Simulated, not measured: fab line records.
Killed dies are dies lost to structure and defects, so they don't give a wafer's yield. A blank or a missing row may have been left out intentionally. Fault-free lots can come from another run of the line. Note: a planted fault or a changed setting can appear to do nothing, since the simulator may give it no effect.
Problem report, 8D (eight disciplines) form, completed by code ; flow sky130 ; the parts of the form that need people (team, actions taken, sign-off) are left out

## 1. THE PROBLEM
VIA3_HDPCVD_THK at SKY_VIA3_THK_MEAS_01 reads a mean of 1418 nm on 2 wafers of 1 lot; wafers without a fault read 1639 nm with a standard deviation of 17. That is -13 standard deviations from the usual mean.
The first sign was on wafer L325.1 at day 41 00:34, on film metro-04. At this step, 33 wafers from 11 lots have a number in the record. The rule behind "out" and "out of limits": a value lying over 4 standard deviations away from the usual mean. The other wafers with a number count as sound.

## 2. WHAT IT IS, AND WHAT IT ISN'T
question;is;is not
which readings at this step;VIA3_HDPCVD_THK;-
which lots;L325;L317, L319, L322, L330, L334, L335, L336, L337, L339, L340
which wafers of those lots;L325.1, L325.5;L325.4
read on which gauges;film metro-04;film metro-01, film metro-03
when;from day 41 00:34;"up to then (10 sound wafers); but 21 sound wafers of L330, L334, L335, L336, L337, L339, L340 came after"

## 3. THE SUSPECTS, EACH WITH WHAT RULES IT OUT
Counting: if a tool at a process step up to the reading ran every lot that is out, it stays a suspect. Sound lots after the first of them don't rule it out here, since some wafers of a struck lot are sound.
- the gauge at SKY_VIA3_THK_MEAS_01 is ruled out. All the wafers that are out were read on film metro-04, but those of them that SKY_VIA3_HDPCVD_00 has rows for are out there too, on other tools.
- plasma asher-03 at SKY_CONTACT_STRIP_19 (strips in O2/N2): kept. It ran the lot that is out, L325 (day 34 10:31).
- cvd w-01 at SKY_CONTACT_CVD_24 (deposits W, target thk 340 nm, time 102.12 s): kept. L325, the lot that is out, went through it at day 34 11:10; up to then, the latest sound lot through it was L322 at day 33 15:25.
- hdpcvd-02 at SKY_VIA3_HDPCVD_00 (deposits SiO2, target thk 1635 nm, time 272.5 s): kept. L325, the lot that is out, went through it at day 41 00:23; up to then, the latest sound lot through it was L317 at day 38 04:53. On those wafers its own readings are out: run length s.
- Within hdpcvd-02 at SKY_VIA3_HDPCVD_00: the wafers that are out ran in chambers 0, 1; their sound lot-mates ran in chamber 2.
Still standing after the count: plasma asher-03 at SKY_CONTACT_STRIP_19, cvd w-01 at SKY_CONTACT_CVD_24, hdpcvd-02 at SKY_VIA3_HDPCVD_00.

## 4. THE CAUSE (what the simulator had put in)
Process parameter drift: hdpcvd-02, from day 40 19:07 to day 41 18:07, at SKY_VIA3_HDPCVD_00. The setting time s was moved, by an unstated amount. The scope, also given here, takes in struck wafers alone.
3 suspects survive the count, and this tool is in that group.

## 5. THE CHAIN OF EFFECTS, in route order
Each row: a reading where the mean over the struck wafers with a number is more than 3 standard deviations away from the usual. Scope: only readings with a usual standard deviation given in the record; hours: median across lots of the time from each lot's start at the first step in this table that gives one to its start at this step; sigmas: change in usual standard deviations.
hours;step;reading;usual;on struck wafers;change;sigmas
0;SKY_VIA3_HDPCVD_00;run length s;300.3 s;267.5;-32.8;-53
0;SKY_VIA3_THK_MEAS_01;VIA3_HDPCVD_THK;1639 nm;1418;-221;-13
It contains these process steps:
- SKY_VIA3_HDPCVD_00: deposits SiO2, target thk 1635 nm, time 272.5 s.

## 6. HOW IT WOULD HAVE BEEN CAUGHT EARLIER
5 hours passed between the start of the fault at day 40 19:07 and the first reading out of limits at a measuring or inspecting step in this record, taken at day 41 00:34.
Tool's own readings at SKY_VIA3_HDPCVD_00, run length s: out on all struck wafers the step has rows for; an alarm limit on them would have tripped on the first.
Lots out: 1; all had begun SKY_VIA3_HDPCVD_00 on hdpcvd-02 by day 41 00:34. Had the tool been put on hold then, not one of them would have been saved.
